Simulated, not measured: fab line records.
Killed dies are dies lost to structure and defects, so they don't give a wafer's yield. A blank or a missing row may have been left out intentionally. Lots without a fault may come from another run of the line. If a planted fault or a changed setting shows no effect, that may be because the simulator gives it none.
Split-lot experiment / flow gf180mcu / 5 lots, 23 wafers read, on a route of 602 steps

THE SPLIT
At GF_MIM_SPUTTER_08 (material AlCu, target thk 200 nm, time 10.6 s), the setting power_w was moved away from the recipe's 10600 W on 6 of the 23 wafers read, by -9.9% to -9.7%. For the rest of the wafers, this setting stayed at what the recipe calls for.

FROM THE SPLIT TO THE READING: what the file shows between them, 3 steps
- GF_MIM_SPUTTER_09: material TiN, target thk 35 nm, time 29.2 s
- GF_MIM_RS_MEAS_10: measures by four-point-probe
- GF_MIM_THK_MEAS_11: measures by xrf

THE READING
oes_product_au, in a.u., at GF_MIM_METAL_ETCH_19 (etches the open film in Cl2/BCl3, stops on Si3N4, target depth 324.5 nm, time 54.1 s). Typical for fault-free wafers on this fab line: 0.942 a.u., with standard deviation 0.0056 a.u.

wafer=L074.2; tool, chamber at the split=pvd_sputter-04, -; power_w as run, W=10600; against the recipe=recipe; oes_product_au, a.u.=0.946; against lot-mates on the recipe=-
wafer=L074.3; tool, chamber at the split=pvd_sputter-04, -; power_w as run, W=10600; against the recipe=recipe; oes_product_au, a.u.=0.936; against lot-mates on the recipe=-
wafer=L074.4; tool, chamber at the split=pvd_sputter-04, -; power_w as run, W=9570; against the recipe=-9.7%; oes_product_au, a.u.=0.905; against lot-mates on the recipe=-0.036
wafer=L074.5; tool, chamber at the split=pvd_sputter-04, -; power_w as run, W=9570; against the recipe=-9.7%; oes_product_au, a.u.=0.907; against lot-mates on the recipe=-0.034
wafer=L074.6; tool, chamber at the split=pvd_sputter-04, -; power_w as run, W=9570; against the recipe=-9.7%; oes_product_au, a.u.=0.906; against lot-mates on the recipe=-0.035
wafer=L078.1; tool, chamber at the split=pvd_sputter-04, -; power_w as run, W=10600; against the recipe=recipe; oes_product_au, a.u.=0.951; against lot-mates on the recipe=-
wafer=L078.2; tool, chamber at the split=pvd_sputter-04, -; power_w as run, W=10600; against the recipe=recipe; oes_product_au, a.u.=0.946; against lot-mates on the recipe=-
wafer=L078.4; tool, chamber at the split=pvd_sputter-04, -; power_w as run, W=10600; against the recipe=recipe; oes_product_au, a.u.=0.943; against lot-mates on the recipe=-
wafer=L078.5; tool, chamber at the split=pvd_sputter-04, -; power_w as run, W=10600; against the recipe=recipe; oes_product_au, a.u.=0.945; against lot-mates on the recipe=-
wafer=L078.6; tool, chamber at the split=pvd_sputter-04, -; power_w as run, W=10600; against the recipe=recipe; oes_product_au, a.u.=0.945; against lot-mates on the recipe=-
wafer=L082.2; tool, chamber at the split=pvd_sputter-01, -; power_w as run, W=10600; against the recipe=recipe; oes_product_au, a.u.=0.944; against lot-mates on the recipe=-
wafer=L082.3; tool, chamber at the split=pvd_sputter-01, -; power_w as run, W=10600; against the recipe=recipe; oes_product_au, a.u.=0.943; against lot-mates on the recipe=-
wafer=L082.4; tool, chamber at the split=pvd_sputter-01, -; power_w as run, W=10600; against the recipe=recipe; oes_product_au, a.u.=0.943; against lot-mates on the recipe=-
wafer=L084.1; tool, chamber at the split=pvd_sputter-04, -; power_w as run, W=10600; against the recipe=recipe; oes_product_au, a.u.=0.939; against lot-mates on the recipe=-
wafer=L084.2; tool, chamber at the split=pvd_sputter-04, -; power_w as run, W=9551; against the recipe=-9.9%; oes_product_au, a.u.=0.915; against lot-mates on the recipe=-0.024
wafer=L084.3; tool, chamber at the split=pvd_sputter-04, -; power_w as run, W=9551; against the recipe=-9.9%; oes_product_au, a.u.=0.905; against lot-mates on the recipe=-0.034
wafer=L084.4; tool, chamber at the split=pvd_sputter-04, -; power_w as run, W=10600; against the recipe=recipe; oes_product_au, a.u.=0.940; against lot-mates on the recipe=-
wafer=L084.6; tool, chamber at the split=pvd_sputter-04, -; power_w as run, W=9551; against the recipe=-9.9%; oes_product_au, a.u.=0.914; against lot-mates on the recipe=-0.025
wafer=L085.1; tool, chamber at the split=pvd_sputter-04, -; power_w as run, W=10600; against the recipe=recipe; oes_product_au, a.u.=0.948; against lot-mates on the recipe=-
wafer=L085.3; tool, chamber at the split=pvd_sputter-04, -; power_w as run, W=10600; against the recipe=recipe; oes_product_au, a.u.=0.950; against lot-mates on the recipe=-
wafer=L085.4; tool, chamber at the split=pvd_sputter-04, -; power_w as run, W=10600; against the recipe=recipe; oes_product_au, a.u.=0.938; against lot-mates on the recipe=-
wafer=L085.5; tool, chamber at the split=pvd_sputter-04, -; power_w as run, W=10600; against the recipe=recipe; oes_product_au, a.u.=0.938; against lot-mates on the recipe=-
wafer=L085.6; tool, chamber at the split=pvd_sputter-04, -; power_w as run, W=10600; against the recipe=recipe; oes_product_au, a.u.=0.944; against lot-mates on the recipe=-

FIT RESULTS
A straight line over all 23 wafers: oes_product_au changes by +0.00355 a.u. for each +1% of power_w; r = +0.96; the points scatter about the line by 0.0044 a.u.
The same after taking each lot's own level away (the mean of its wafers on the recipe; 23 wafers): +0.00322 a.u. for each +1%; r = +0.96; scatter 0.0041 a.u.
That fit puts the effect of the largest move of power_w on the reading at 0.032 a.u.
The span of the lots' own levels, 0.9395 to 0.9460 a.u., comes to 1.2 times the standard deviation stated above.
In other words, the slope is changed by the lot-to-lot level; the two fits disagree.
Check: for one of the wafers moved furthest among these (-9.9%), held out of the fit, the line's prediction against its lot-mates is -0.0333 a.u. Against them it came out at -0.0245 a.u.

THE WHOLE CHAIN: every reading that the file lists as answering this split, in the file's order
step=GF_MIM_SPUTTER_08; what it does=material AlCu, target thk 200 nm, time 10.6 s; reading=AlCu_of_MIM_SPUTTER_08.thk_nm (the simulator's own value, which no gauge read); change (the file's fit)=+1.93 nm for each +1% of the setting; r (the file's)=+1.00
step=GF_MIM_RS_MEAS_10; what it does=measures by four-point-probe; reading=MIM_ALCU_RS; change (the file's fit)=-0.00175 for each +1% of the setting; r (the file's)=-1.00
step=GF_MIM_THK_MEAS_11; what it does=measures by xrf; reading=MIM_ALCU_THK; change (the file's fit)=+1.91 for each +1% of the setting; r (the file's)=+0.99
step=GF_MIM_METAL_ETCH_19; what it does=etches the open film in Cl2/BCl3, stops on Si3N4, target depth 324.5 nm, time 54.1 s; reading=oes_product_au; change (the file's fit)=+0.00324 a.u. for each +1% of the setting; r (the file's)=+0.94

THE FILE'S OWN FIT
oes_product_au changes by +0.00324 a.u. for each +1% of power_w, r = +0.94.
